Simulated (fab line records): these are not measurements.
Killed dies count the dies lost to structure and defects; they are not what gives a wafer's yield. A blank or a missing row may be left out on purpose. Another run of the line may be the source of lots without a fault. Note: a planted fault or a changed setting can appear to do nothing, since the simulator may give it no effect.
Comparing a struck lot with a sound one -- flow sky130 -- 43 steps out of a route of 708
Sound: wafers L135.2, L135.4, L135.5. Struck: wafer L148.6 (L148.1, L148.5, from the same lot, were not struck and are left out); the cause is given at the end.
At each step with rows: each side's tool, then ch and its chambers, then its first start. Under that, the readings that differ: sound wafers -- struck wafers -- difference of the means -- sigmas: that difference in standard deviations of wafers without a fault.
alike: same words and numbers on both sides, and readings whose means sit less than 2 such deviations apart. not compared: any withheld reading, any reading some wafer has no value for, any bound like >300 that may hide the same value, and any number with overlapping values for which the record gives no deviation.
The two part at a step that has a row with sigmas, a row that says differs or no value, or rows on one side only. Numbers that have no deviation but don't overlap get no sigmas and don't part them. A reading missing from all wafers of one side parts the sides only when that side holds two or more wafers.

first, 3 steps without rows for these wafers: SKY_VIA3_EXPOSE_09 (exposes mask VIM3, target cd 200 nm); SKY_VIA3_PEB_10; SKY_VIA3_DEVELOP_11 (develop time 60 s).
SKY_VIA3_CD_MEAS_12: target cd 200 nm.
  sound: cd sem-02 at day 40 02:55; struck: cd sem-01 at day 44 02:31
  alike: cd nm
SKY_VIA3_OVL_MEAS_13:
  sound: overlay-01 at day 40 03:01; struck: overlay-01 at day 44 02:38
  alike: VIA3_OVL
then, 2 steps without rows for these wafers: SKY_VIA3_ETCH_14 (etches BARC in N2/H2, stops on SiO2, time 45.9 s, target depth 60 nm); SKY_VIA3_ETCH_15 (etches SiO2 in C4F8/O2/Ar, stops on TiN, target depth 507 nm, time 78 s).
SKY_VIA3_STRIP_16: strips in O2/N2.
  sound on plasma asher-04 ch 0,1, day 40 03:08; struck on plasma asher-04 ch 1, day 44 02:46
  alike: drypump motor current A, oes product au, strip time to endpoint s
  not compared: rf hours counter h
then, 3 steps without rows for these wafers: SKY_VIA3_STRIP_17 (strips in post etch residue remover, time 1200 s); SKY_VIA3_CLEAN_18 (cleans in IPA, time 180 s); SKY_VIA3_CLEAN_19 (cleans in O3/DIW).
SKY_VIA3_SPUTTER_20: material TiN, target thk 20 nm, time 80 s.
  sound: pvd sputter-04 at day 40 03:44; struck: pvd sputter-04 at day 44 03:23
reading,sound,struck,difference,sigmas
throttle valve pct (%),29.7 28.7 29.7,33.1,+3.7,+3
SKY_VIA3_CVD_21: deposits W, target thk 390 nm, time 117.31 s.
  sound on cvd w-01 ch 0,1, day 40 03:48; struck on cvd w-02 ch 1, day 44 03:26
reading,sound,struck,difference,sigmas
heater power w (W),835 813 781,858,+48,+3
SKY_VIA3_RS_MEAS_22: the measuring method here is four-point-probe.
  sound: film metro-04 at day 40 03:56; struck: film metro-01 at day 44 03:34
reading,sound,struck,difference,sigmas
VIA3_W_RS (ohm/sq),0.288 0.293 0.290,0.298,+0.008,+2
SKY_VIA3_THK_MEAS_23: measures by xrf.
  sound: film metro-04 at day 40 04:03; struck: film metro-01 at day 44 03:41
reading,sound,struck,difference,sigmas
VIA3_W_THK (nm),414 408 409,397,-13,-2
then, 4 steps without rows for these wafers: SKY_VIA3_CMP_24 (polishes, stops on SiO2, t overpolish 20 s, target thk 0 nm); SKY_METAL4_SPUTTER_00 (material Ti, target thk 15 nm, time 10 s); SKY_METAL4_SPUTTER_01 (material TiN, target thk 20 nm, time 16.7 s); SKY_METAL4_SPUTTER_02 (material AlCu, target thk 735 nm, time 39.1 s).
SKY_METAL4_SPUTTER_03: material Ti, target thk 5 nm, time 3.3 s.
  sound: pvd sputter-03 at day 40 04:29; struck: pvd sputter-01 at day 44 04:13
  alike: throttle valve pct
SKY_METAL4_SPUTTER_04: material TiN, target thk 70 nm, time 58.3 s.
  sound: pvd sputter-03 at day 40 04:31; struck: pvd sputter-01 at day 44 04:14
  alike: throttle valve pct
then, 1 step without rows for these wafers: SKY_CAP2M_CVD_00 (deposits SiO2, target thk 15.5 nm).
SKY_CAP2M_THK_MEAS_01:
  sound: film metro-03 at day 40 04:35; struck: film metro-01 at day 44 04:18
  alike: CAP2M_CVD_00_THK
then, 1 step without rows for these wafers: SKY_CAP2M_SPUTTER_02 (material TiN, target thk 200 nm, time 166.7 s).
SKY_CAP2M_RS_MEAS_03: the measuring method here is four-point-probe.
  sound: film metro-01 at day 40 04:46; struck: film metro-01 at day 44 04:28
  alike: CAP2M_TIN_RS
SKY_CAP2M_THK_MEAS_04: measures by xrf.
  sound: film metro-01 at day 40 04:53; struck: film metro-01 at day 44 04:35
  alike: CAP2M_TIN_THK
then, 7 steps without rows for these wafers: SKY_CAP2M_DEHYDRATE_05 (time 60 s); SKY_CAP2M_HMDS_06 (prime time 60 s); SKY_CAP2M_COAT_07 (resist thk 1140 nm); SKY_CAP2M_SOFTBAKE_08 (time 60 s); SKY_CAP2M_EXPOSE_09 (exposes mask CAP2M, target cd 1000 nm); SKY_CAP2M_PEB_10; SKY_CAP2M_DEVELOP_11 (develop time 60 s).
SKY_CAP2M_OVL_MEAS_12:
  sound: overlay-02 at day 41 04:46; struck: overlay-02 at day 45 02:32
  alike: CAP2M_OVL
then, 1 step without rows for these wafers: SKY_CAP2M_METAL_ETCH_13 (etches TiN in Cl2/BCl3, stops on SiO2, target depth 220 nm, time 62.9 s).
SKY_CAP2M_STRIP_14: strips in O2/N2.
  sound on plasma asher-03 ch 0, day 41 04:53; struck on plasma asher-02 ch 1, day 45 02:41
  alike: drypump motor current A, oes product au, strip time to endpoint s
  not compared: rf hours counter h
then, 6 steps without rows for these wafers: SKY_CAP2M_STRIP_15 (strips in post etch residue remover, time 1200 s); SKY_CAP2M_CLEAN_16 (cleans in IPA, time 180 s); SKY_CAP2M_CLEAN_17 (cleans in O3/DIW); SKY_METAL4_DEHYDRATE_05 (time 60 s); SKY_METAL4_HMDS_06 (prime time 60 s); SKY_METAL4_COAT_07 (resist thk 60 nm).
-- the record jumps here: 4 days lie between the struck wafers' starts before and after (it left off in module METAL4 and takes up again in module PAD_OPEN, whose first step shown is number 708 of the route) --
SKY_PAD_OPEN_PROBE_99:
  sound: prober-02 at day 46 04:10; struck: prober-01 at day 49 10:57
reading,sound,struck,difference,sigmas
defect limited yield (%),81.9 83.3 83.9,72.8,-10.2,-5
killed_at_M0_to_M3,48 41 44,97,+53,+8
killed dies,89 82 79,134,+51,+5
sort_bin_3_pad_short (%),0.4 0.8 0.8,3.5,+2.8,+6
sort_bin_5_function (%),10.6 10.2 10.8,16.9,+6.4,+4
sort n pass,403 410 413,358,-51,-5
sort yield pct (%),81.9 83.3 83.9,72.8,-10.2,-5
model.etest.tester.sort n pass,403 410 413,358,-51,
model.etest.tester.sort yield pct (%),81.91 83.33 83.94,72.76,-10.30,
model.etest.tester.sort_bin_5_pct (%),10.57 10.16 10.77,16.87,+6.37,
model.etest.tester.sort_bin_3_pct (%),0.4065 0.813 0.813,3.455,+2.777,
  alike: killed_at_M4_up, killed at contacts, killed at front end, killed at other, killed on rim, killed open, killed short, sort_bin_6_memory

WHERE THEY PART
At SKY_VIA3_SPUTTER_20 first; at SKY_PAD_OPEN_PROBE_99 last (within this record only).

WHY: what had been put in by the simulator
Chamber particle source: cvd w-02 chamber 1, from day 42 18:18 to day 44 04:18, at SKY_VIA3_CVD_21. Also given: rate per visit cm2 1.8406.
